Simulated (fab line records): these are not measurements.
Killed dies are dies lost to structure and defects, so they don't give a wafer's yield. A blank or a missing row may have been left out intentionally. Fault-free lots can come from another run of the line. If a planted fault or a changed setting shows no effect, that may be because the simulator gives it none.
fab line records | flow sky130
record: lots: 12 wafers: 36 last-day: 50
route steps=708 shown LDD_HVN@277 LDD_HVP@287 POLY_CUT@315 RES_XHIGH@339
lots untouched by any fault: they come from a run of this same line in which no faults occurred
start-h: the number of hours between the record's first day and the start of the first shown wafer of the lot | wait-h: time in hours since the lot's previous step | " same as the row above | L1.1+2: a row that stands for several wafers | - either no value or no given start | * or withheld: withheld | < > ~ a bound
route shown NAME@n: a module of which the file shows steps, and the number in the route of the first | usual: mean/standard deviation taken from wafers without a fault | same: alike in all rows | chamber/n: place in a boat | sites: readings site by site | _std_site: the values' standard deviation | _edge_site: the outer-site mean with the inner-site mean subtracted | radius-mm: for every site, how far away it sits from the centre of the wafer | mask NAME#n: copy n | behind: the most recent tool/chamber to have shaped the wafer | hold: why the lot went on hold/how many hours it stayed there/how the hold came to an end | device: names the non-switching transistor (n, p or np) | end of line: the route-end tests of the same wafers | a step with no rows: only its recipe | killed: count of dies lost to structure and defects at first sort (not the wafer's yield) | map: shows each die of a wafer: x if killed, . if not, _ if none is there
set.NAME: the run value of the setting; set.NAME@STEP: its run value at that earlier step | model.NAME: the simulator's own value behind a step, which no gauge read
route steps across a sampled set of lots; one table per step, one row per wafer
services: a tool's chamber out of use, with start hour (start-h, from the record's first day; less than 0 if before it), hours out, and reason
== steps ==
step: SKY_LDD_HVN_TW_MEAS_10
usual: LDD_HVN_TW: 1439/25
columns lot.wafer tool chamber start-h wait-h LDD_HVN_TW
L636.2 film-metro-04 - 506.76 0.1 1470
L636.3 " - " " 1466
L636.6 " - " " 1462
L634.3 film-metro-04 - 507.07 0.1 1479
L634.4 " - " " 1469
L634.5 " - " " 1472
L638.1 film-metro-02 - 507.65 0.1 1456
L638.3 " - " " 1442
L638.5 " - " " 1438
L639.2 film-metro-02 - 512.99 0.1 1438
L639.3 " - " " 1447
L639.4 " - " " 1445
L640.1 film-metro-01 - 518.68 0.1 1407
L640.3 " - " " 1407
L640.6 " - " " 1406
L648.1 film-metro-04 - 606.64 0.1 1483
L648.2 " - " " 1478
L648.3 " - " " 1473
L647.1 film-metro-02 - 611.08 0.1 1433
L647.2 " - " " 1443
L647.4 " - " " 1437
L649.2 film-metro-01 - 624.09 0.1 1414
L649.4 " - " " 1407
L649.6 " - " " 1403
L652.1 film-metro-02 - 628.24 0.1 1434
L652.3 " - " " 1443
L652.4 " - " " 1431
L651.1 film-metro-01 - 632.90 0.1 1403
L651.2 " - " " 1414
L651.4 " - " " 1406
L653.1 film-metro-01 - 638.55 0.1 1399
L653.3 " - " " 1405
L653.6 " - " " 1400
L654.2 film-metro-01 - 644.09 0.1 1404
L654.3 " - " " 1409
L654.6 " - " " 1403
step: SKY_LDD_HVP_STRIP_09
recipe: chemistry: O2/N2 power-w: 1400 pressure-mtorr: 1500 platen-temp-c: withheld o2-flow-sccm: 3000 n2-flow-sccm: 300 overash-fraction: 0.5
usual: drypump-motor-current-A: 5.5/0.4 oes-product-au: 0.409/0.0046 strip-time-to-endpoint-s: 4.136/0.014
columns lot.wafer tool chamber start-h wait-h drypump-motor-current-A oes-product-au rf-hours-counter-h strip-time-to-endpoint-s
L636.2 plasma-asher-04 0 536.69 0.1 5.7 0.404 38 4.134
L636.3 " 1 " " 5.1 0.409 - 4.124
L636.6 " 1 " " 5.1 0.405 - 4.122
L634.3 plasma-asher-04 0 537.37 0.1 5.7 0.405 - 4.125
L634.4 " 1 " " 5.0 0.411 - 4.127
L634.5 " 1 " " 5.0 0.404 - 4.145
L638.1 plasma-asher-02 0 537.64 0.1 6.0 0.417 73 4.149
L638.3 " 1 " " 5.4 0.409 - 4.154
L638.5 " 0 " " 6.0 0.406 - 4.154
L639.2 plasma-asher-03 0 542.95 0.1 6.0 0.414 89 4.134
L639.3 " 1 " " 4.9 0.405 - 4.135
L639.4 " 0 " " 6.0 0.410 - 4.147
L640.1 plasma-asher-04 0 548.44 0.1 5.7 0.403 39 4.141
L640.3 " 1 " " 5.1 0.407 - 4.148
L640.6 " 0 " " 5.7 0.403 - 4.134
L648.1 plasma-asher-02 1 635.19 0.1 5.4 0.409 83 4.149
L648.2 " 0 " " 6.0 0.411 83 4.133
L648.3 " 1 " " 5.4 0.405 - 4.127
L647.1 plasma-asher-02 1 641.04 0.1 5.4 0.409 83 4.123
L647.2 " 0 " " 6.0 0.403 83 4.157
L647.4 " 1 " " 5.4 0.407 - 4.154
L649.2 plasma-asher-02 1 651.75 0.1 5.4 0.411 84 4.166
L649.4 " 1 " " 5.4 0.408 - 4.162
L649.6 " 0 " " 6.0 0.408 - 4.160
L652.1 plasma-asher-03 0 656.60 0.1 6.0 0.416 100 4.140
L652.3 " 1 " " 5.0 0.407 - 4.143
L652.4 " 0 " " 6.0 0.416 - 4.145
L651.1 plasma-asher-02 1 660.85 0.1 5.4 0.408 85 4.127
L651.2 " 0 " " 6.0 0.408 85 4.135
L651.4 " 1 " " 5.4 0.399 - 4.122
L653.1 plasma-asher-04 0 666.90 0.1 5.7 0.416 50 4.133
L653.3 " 1 " " 5.1 0.403 - 4.151
L653.6 " 1 " " 5.1 0.405 - 4.138
L654.2 plasma-asher-03 0 672.24 0.1 6.0 0.412 102 4.132
L654.3 " 1 " " 5.0 0.408 - 4.144
L654.6 " 1 " " 5.0 0.411 - 4.146
step: SKY_POLY_CUT_CD_MEAS_08
recipe: target-cd-nm: 270
usual: cd-nm: 270.2/1.5
columns lot.wafer tool chamber start-h wait-h cd-nm
L634.3 cd-sem-02 - 598.58 - 272.8
L634.4 " - " " 270.1
L634.5 " - " " 271.3
L636.2 cd-sem-01 - 598.62 - 268.9
L636.3 " - " " 269.3
L636.6 " - " " 270.1
L638.1 cd-sem-02 - 599.72 - 268.1
L638.3 " - " " 266.6
L638.5 " - " " 268.2
L639.2 cd-sem-01 - 604.49 - 268.7
L639.3 " - " " 268.8
L639.4 " - " " 269.5
L640.1 cd-sem-02 - 609.89 - 271.2
L640.3 " - " " 268.8
L640.6 " - " " 269.8
L648.1 cd-sem-02 - 692.19 - 271.8
L648.2 " - " " 270.6
L648.3 " - " " 270.0
L647.1 cd-sem-02 - 699.40 - 271.4
L647.2 " - " " 270.7
L647.4 " - " " 270.9
L649.2 cd-sem-02 - 709.71 - 270.6
L649.4 " - " " 270.9
L649.6 " - " " 269.4
L652.1 cd-sem-01 - 715.44 - 273.0
L652.3 " - " " 272.0
L652.4 " - " " 272.5
L651.1 cd-sem-01 - 719.44 - 269.0
L651.2 " - " " 269.5
L651.4 " - " " 269.6
L653.1 cd-sem-02 - 725.62 - 270.3
L653.3 " - " " 270.8
L653.6 " - " " 271.1
L654.2 cd-sem-01 - 731.54 - 272.7
L654.3 " - " " 274.2
L654.6 " - " " 273.5
step: SKY_RES_XHIGH_IMPLANT_07
recipe: species: BF2 energy-kev: 20 dose-cm2: 3.6e+14 tilt-deg: 0
usual: beam-on-s: 38.5/1.2 dose-ions-cm2: 3.601e+14/3.7e+11
same: implant-ion-amu: 49
columns lot.wafer tool chamber start-h wait-h beam-on-s dose-ions-cm2
L634.3 implanter-03 0 655.52 0.1 37.7 3.601e+14
L634.4 " 0 " " 37.2 3.598e+14
L634.5 " 0 " " 36.9 3.6e+14
L636.2 implanter-01 0 656.14 0.1 38.1 3.601e+14
L636.3 " 0 " " 37.8 3.593e+14
L636.6 " 0 " " 38.1 3.599e+14
L638.1 implanter-01 0 657.56 0.1 38.0 3.599e+14
L638.3 " 0 " " 38.5 3.601e+14
L638.5 " 0 " " 37.8 3.599e+14
L639.2 implanter-01 0 661.63 0.1 32.9 3.088e+14
L639.3 " 0 " " 33.2 3.082e+14
L639.4 " 0 " " 33.2 3.084e+14
L640.1 implanter-01 0 667.31 0.1 32.2 3.083e+14
L640.3 " 0 " " 33.5 3.083e+14
L640.6 " 0 " " 32.6 3.079e+14
L648.1 implanter-04 0 748.37 0.1 40.6 3.605e+14
L648.2 " 0 " " 38.9 3.599e+14
L648.3 " 0 " " 40.5 3.603e+14
L647.1 implanter-01 0 757.02 0.1 38.2 3.599e+14
L647.2 " 0 " " 38.4 3.605e+14
L647.4 " 0 " " 38.8 3.594e+14
L649.2 implanter-01 0 764.64 0.1 38.1 3.593e+14
L649.4 " 0 " " 38.8 3.593e+14
L649.6 " 0 " " 39.3 3.597e+14
L652.1 implanter-04 0 770.91 0.1 38.9 3.605e+14
L652.3 " 0 " " 40.2 3.602e+14
L652.4 " 0 " " 39.9 3.607e+14
L651.1 implanter-04 0 775.86 0.1 40.0 3.598e+14
L651.2 " 0 " " 40.6 3.592e+14
L651.4 " 0 " " 39.7 3.6e+14
L653.1 implanter-04 0 780.70 0.1 40.1 3.604e+14
L653.3 " 0 " " 39.0 3.599e+14
L653.6 " 0 " " 39.8 3.599e+14
L654.2 implanter-04 0 786.18 0.1 38.8 3.602e+14
L654.3 " 0 " " 39.3 3.607e+14
L654.6 " 0 " " 39.6 3.599e+14
step: SKY_SD_N_RS_MEAS_18
recipe: thk-meas-gauge: four-point-probe
usual: RES_XHIGH_RS: 333.1/1.2
columns lot.wafer tool chamber start-h wait-h RES_XHIGH_RS[ohm/sq]
L634.3 film-metro-04 - 685.22 0.1 333.8
L634.4 " - " " 334.4
L634.5 " - " " 334.0
L636.2 film-metro-04 - 685.96 0.1 333.7
L636.3 " - " " 332.9
L636.6 " - " " 335.1
L638.1 film-metro-02 - 687.34 0.1 334.5
L638.3 " - " " 334.8
L638.5 " - " " 334.2
L639.2 film-metro-02 - 690.40 0.1 375.7
L639.3 " - " " 376.2
L639.4 " - " " 376.3
L640.1 film-metro-04 - 696.27 0.1 377.6
L640.3 " - " " 375.5
L640.6 " - " " 377.2
L648.1 film-metro-02 - 777.14 0.1 333.6
L648.2 " - " " 333.6
L648.3 " - " " 333.9
L647.1 film-metro-01 - 784.47 0.1 332.2
L647.2 " - " " 331.0
L647.4 " - " " 331.8
L649.2 film-metro-01 - 791.56 0.1 331.6
L649.4 " - " " 332.7
L649.6 " - " " 332.4
L652.1 film-metro-01 - 797.63 0.1 332.5
L652.3 " - " " 333.2
L652.4 " - " " 333.0
L651.1 film-metro-02 - 802.84 0.1 335.3
L651.2 " - " " 335.0
L651.4 " - " " 335.2
L653.1 film-metro-02 - 807.72 0.1 331.2
L653.3 " - " " 333.3
L653.6 " - " " 333.8
L654.2 film-metro-01 - 814.29 0.1 334.9
L654.3 " - " " 333.1
L654.6 " - " " 333.6
== services ==
columns tool chamber start-h hours kind
implanter-03 - 517.99 2.2 repair
implanter-04 - 521.40 4.9 repair
implanter-03 - 567.18 0.6 repair
plasma-asher-03 - 568.71 1.1 repair
plasma-asher-03 - 570.49 1.9 repair
implanter-01 - 611.05 1.2 repair
plasma-asher-04 - 617.57 4.3 repair
implanter-04 - 665.40 3.3 pm
plasma-asher-03 - 681.42 1.1 repair
plasma-asher-02 - 696.93 8.1 repair
implanter-04 - 716.28 2.4 repair
implanter-03 - 725.06 3.5 repair
plasma-asher-03 - 733.75 9.0 pm
plasma-asher-03 0 733.75 9.0 vent-cycle
plasma-asher-03 1 733.75 9.0 vent-cycle
implanter-03 - 739.55 2.6 pm
plasma-asher-03 0 742.75 - clean
plasma-asher-03 1 742.75 - clean
implanter-01 - 745.89 2.3 repair
implanter-03 - 751.90 15.8 repair
implanter-04 - 754.68 3.2 pm
implanter-04 - 782.86 1.2 repair
== key ==
first-sign: step: SKY_RES_XHIGH_IMPLANT_07 reading: dose-ions-cm2 direction: down sigmas: 99+ usual: * struck: *
effect: step: SKY_RES_XHIGH_IMPLANT_07 reading: beam-on-s direction: down sigmas: 4.7 usual: 38.5 struck: 32.9
effect: step: SKY_SD_N_RS_MEAS_18 reading: RES_XHIGH_RS direction: up sigmas: 37 usual: 333.1 struck: 376.4
met-at SKY_RES_XHIGH_IMPLANT_07
struck-lots L639,L640
tester-left-out L639,L640
not-acting-at SKY_LDD_HVN_TW_MEAS_10,SKY_LDD_HVP_STRIP_09,SKY_POLY_CUT_CD_MEAS_08
onset-between 657.56 661.63
fault: kind: process-parameter-drift tool: implanter-01 chamber: - onset-h: 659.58 steps: SKY_RES_XHIGH_IMPLANT_07 channel: dose-cm2 offset: * shape: step end-h: 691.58 acts-in: * stated: *
tester-left-out: of these lots the tester's yield and bins aren't shown, on N5 and GAA mostly nor the transistor test; their killed dies are dies lost to structure and defects alone, not to doping, threshold or leakage, so they don't give the yield
